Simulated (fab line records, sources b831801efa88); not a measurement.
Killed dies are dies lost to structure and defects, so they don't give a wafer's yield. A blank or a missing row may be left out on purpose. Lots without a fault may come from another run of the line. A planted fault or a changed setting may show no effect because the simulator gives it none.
One fault seen from 2 desks | flow sky130 | each desk has only its own numbers; what lay behind them comes last

THE METROLOGY DESK
What the gauges read, lot by lot, whatever tool the lot ran on: means of the sampled wafers that have a number. A lot is out of limits, marked OUT, if its mean lies more than 4 standard deviations from the usual mean; the brackets give that distance.
Columns: A = FIELD_ISO_CVD_03_THK at SKY_FIELD_ISO_THK_MEAS_04, usual 164.5 nm; B = NWELL_00_OVL at SKY_NWELL_OVL_MEAS_10, usual 0.8 nm; C = SONOS_ONO_CVD_04_THK at SKY_SONOS_ONO_THK_MEAS_05, usual 5.69 nm
lot  | first seen here | A     | B    | C
L893 | day 1 20:17     | 164.9 | 1.4  | 5.88
L894 | day 2 00:20     | 163.3 | -0.7 | 5.67
L898 | day 2 20:43     | 165.0 | 0.3  | 8.56 (+24) OUT
L899 | day 3 00:29     | 163.5 | -0.4 | 8.41 (+23) OUT
L900 | day 3 05:38     | 163.9 | 1.0  | 8.53 (+24) OUT
L904 | day 5 07:26     | 165.4 | 1.4  | 5.46
L905 | day 5 07:26     | 164.5 | 2.4  | 5.55
L906 | day 5 07:26     | 164.9 | 2.5  | 5.74
L909 | day 5 07:29     | 164.7 | -0.3 | 5.80
L907 | day 5 07:30     | 164.5 | -0.7 | 5.79
L910 | day 5 10:16     | 162.6 | 0.3  | 5.70
L912 | day 5 17:29     | 164.6 | 0.7  | 5.85
L913 | day 5 23:56     | 166.4 | 2.0  | 5.79
This desk's finding: out of limits on L898, L899, L900; first on L898, day 13 09:36 (SONOS_ONO_CVD_04_THK at SKY_SONOS_ONO_THK_MEAS_05). In limits: L893, L894, L904, L905, L906, L909, L907, L910, L912, L913.

THE TOOL OWNER'S DESK: lpcvd-03
The tool's own readings at SKY_SONOS_ONO_CVD_04 (deposits SiO2 from SiH4/N2O, target thk 5.7199 nm): means of the sampled wafers that have a number, for each lot that ran on this tool. A lot is out of limits, marked OUT, if its mean lies more than 4 standard deviations from the usual mean; the brackets give that distance.
Columns: A = spike_tc_centre_C at SKY_SONOS_ONO_CVD_04, usual 900.5 C; B = spike_tc_lower_C at SKY_SONOS_ONO_CVD_04, usual 900.8 C
lot  | first seen here | A     | B
L893 | day 11 15:12    | 899.1 | 899.0
L894 | day 11 17:05    | 902.3 | 903.0
L898 | day 13 07:43    | 899.6 | 898.5
L899 | day 13 07:43    | 900.9 | 900.1
L900 | day 13 17:38    | 902.1 | 902.7
L904 | day 17 07:52    | 898.9 | 899.2
L905 | day 17 13:32    | 898.7 | 899.3
L907 | day 17 13:32    | 899.6 | 898.8
L906 | day 17 15:57    | 902.1 | 902.9
L909 | day 17 15:57    | 900.6 | 899.0
L910 | day 17 21:46    | 902.2 | 902.2
L912 | day 18 05:16    | 899.7 | 899.8
L913 | day 18 11:44    | 899.3 | 899.4
This desk's finding: nothing out of limits on any of the 13 lots.

PUT TOGETHER
The metrology desk could have raised an alarm at day 13 09:36, on L898, L899, L900.
The tool owner's desk saw nothing out of limits.
The tool owner's desk has L898, L899, L900 on record, within its limits.
Of the lots named, all ran SKY_SONOS_ONO_CVD_04 on lpcvd-03.

WHAT THE SIMULATOR HAD PUT IN
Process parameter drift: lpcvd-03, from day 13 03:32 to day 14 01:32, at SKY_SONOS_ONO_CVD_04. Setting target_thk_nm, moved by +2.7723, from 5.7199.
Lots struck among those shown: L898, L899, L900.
Hours from the fault's start to each desk's first reading out of limits: the metrology desk, 6.
